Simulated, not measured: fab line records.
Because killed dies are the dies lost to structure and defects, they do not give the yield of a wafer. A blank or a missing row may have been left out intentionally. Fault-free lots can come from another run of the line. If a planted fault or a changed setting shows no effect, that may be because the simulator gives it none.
The same fault as seen by 2 desks	flow gf180mcu	numbers are kept per desk, each desk with only its own; the story behind them comes last

## METROLOGY DESK
Means of the sampled wafers that have a number, per lot and without regard to the tool the lot ran on: this is what the gauges read. Any lot whose mean is over 4 standard deviations away from the usual mean is out of limits and marked OUT; that distance is given in the brackets.
Columns: A = M1_ALCU_THK at GF_M1_THK_MEAS_06, usual 443 nm; B = cd_nm at GF_M1_CD_MEAS_14, usual 229.5 nm; C = V1_CVD_00_THK at GF_V1_THK_MEAS_01, usual 602 nm
lot	first seen here	A	B	C
L596	day 16 00:14	444	228.2	609
L598	day 16 17:53	447	230.7	607
L601	day 18 04:37	447	229.6	604
L602	day 18 11:08	439	232.1	608
L603	day 18 20:52	447	229.2	600
L604	day 19 17:59	442	228.3	592
L605	day 20 01:07	448	229.3	608
L606	day 20 01:35	444	228.8	603
L609	day 21 09:26	437	228.8	598
L610	day 21 18:43	447	229.6	609
L612	day 22 06:05	443	228.9	720 (+17) OUT
L613	day 22 15:22	454	228.1	715 (+16) OUT
Per this desk, out of limits: L612, L613; the first was L612, day 23 05:44 (V1_CVD_00_THK at GF_V1_THK_MEAS_01). In limits: L596, L598, L601, L602, L603, L604, L605, L606, L609, L610.

## AT THE TOOL OWNER'S DESK: hdpcvd-02
The tool's own readings at GF_V1_CVD_00 (deposits SiO2, target thk 600 nm, time 100 s): means of the sampled wafers that have a number, for each lot that ran on this tool. Any lot whose mean is over 4 standard deviations away from the usual mean is out of limits and marked OUT; that distance is given in the brackets.
Columns: A = sih4_flow_sccm at GF_V1_CVD_00, usual 59.99 sccm
lot	first seen here	A
L596	day 16 22:59	59.93
L598	day 17 17:08	60.02
L601	day 19 05:01	59.96
L602	day 19 11:28	60.04
L603	day 19 21:40	60.02
L605	day 21 01:17	59.97
L609	day 22 10:16	59.93
L612	day 23 05:38	72.08 (+71) OUT
L613	day 23 14:26	72.13 (+71) OUT
This desk's verdict: out of limits on L612, L613, starting with L612 at day 23 05:38 (sih4_flow_sccm at GF_V1_CVD_00). In limits: L596, L598, L601, L602, L603, L605, L609.

## PUT TOGETHER
On L612, L613, at day 23 05:38, an alarm was possible from the tool owner's desk.
Metrology desk: alarm possible at day 23 05:44 on L612, L613.
Every lot named ran GF_V1_CVD_00 on hdpcvd-02.

## WHAT THE SIMULATOR PUT IN
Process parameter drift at GF_V1_CVD_00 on hdpcvd-02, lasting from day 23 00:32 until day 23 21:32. Setting sih4_flow_sccm shifted by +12 from 60. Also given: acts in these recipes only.
Shown lots that were struck: L612, L613.
Time in hours from fault onset to the first out-of-limits reading at each desk: tool owner's desk 5, metrology desk 5.
